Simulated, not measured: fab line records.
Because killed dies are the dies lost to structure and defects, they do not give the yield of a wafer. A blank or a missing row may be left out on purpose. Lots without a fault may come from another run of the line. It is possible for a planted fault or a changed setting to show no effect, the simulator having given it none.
A single fault, viewed from 2 desks :: flow gf180mcu :: only its own numbers are on each desk; what lay behind them is given at the end

== THE TOOL OWNER'S DESK: pecvd-03 ==
The tool's own readings at GF_V5_CVD_02 (deposits SiO2 from TEOS, target thk 1450 nm, time 163.28 s): means of the sampled wafers that have a number, for each lot that ran on this tool. Marked OUT: a lot whose mean sits more than 4 standard deviations from the usual mean, which makes it out of limits; the brackets give that distance.
Columns: A = heaterPowerOuterW at GF_V5_CVD_02, usual 379 W; B = heaterPowerW at GF_V5_CVD_02, usual 653 W
lot: L331
first seen here: day 28 09:42
A: 368
B: 630

lot: L334
first seen here: day 29 05:37
A: 386
B: 628

lot: L335
first seen here: day 29 18:53
A: 427
B: 733

lot: L336
first seen here: day 30 00:20
A: 419
B: 723

lot: L348
first seen here: day 32 22:21
A: 406
B: 683
This desk found nothing out of limits on any of the 5 lots.

== FROM THE METROLOGY DESK ==
What the gauges read, lot by lot, whatever tool the lot ran on: means of the sampled wafers that have a number. Marked OUT: a lot whose mean sits more than 4 standard deviations from the usual mean, which makes it out of limits; the brackets give that distance.
Columns: A = cdNm at GF_M5_CD_MEAS_07, usual 279.8 nm; B = V5_CVD_02_THK at GF_V5_THK_MEAS_03, usual 1451 nm
lot: L330
first seen here: day 27 20:30
A: 280.4
B: 1453

lot: L331
first seen here: day 28 08:44
A: 280.8
B: 1452

lot: L332
first seen here: day 29 01:52
A: 280.5
B: 1458

lot: L333
first seen here: day 29 04:02
A: 280.5
B: 1464

lot: L334
first seen here: day 29 04:33
A: 281.0
B: 1447

lot: L335
first seen here: day 29 17:57
A: 278.0
B: 1679 (+11) OUT

lot: L336
first seen here: day 29 23:23
A: 279.1
B: 1683 (+11) OUT

lot: L339
first seen here: day 30 11:13
A: 280.8
B: 1439

lot: L342
first seen here: day 31 11:07
A: 281.0
B: 1444

lot: L344
first seen here: day 31 22:35
A: 280.3
B: 1451

lot: L347
first seen here: day 32 15:53
A: 282.0
B: 1459

lot: L348
first seen here: day 32 21:25
A: 280.1
B: 1463

lot: L349
first seen here: day 32 23:53
A: 278.0
B: 1468
Per this desk, out of limits: L335, L336; the first was L335, day 29 19:01 (V5_CVD_02_THK at GF_V5_THK_MEAS_03). L330, L331, L332, L333, L334, L339, L342, L344, L347, L348, L349: within limits.

== TAKEN TOGETHER ==
Metrology desk: alarm possible at day 29 19:01 on L335, L336.
Nothing out of limits was seen by the tool owner's desk.
The tool owner's desk has L335, L336 on record, within its limits.
GF_V5_CVD_02 was run on pecvd-03 by each of the lots named.

== WHAT THE SIMULATOR PUT IN ==
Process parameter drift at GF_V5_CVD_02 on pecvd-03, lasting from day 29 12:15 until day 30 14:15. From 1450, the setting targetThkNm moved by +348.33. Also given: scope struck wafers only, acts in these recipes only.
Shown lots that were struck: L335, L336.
Delay in hours, fault start to first out-of-limits reading, per desk: metrology desk 7.
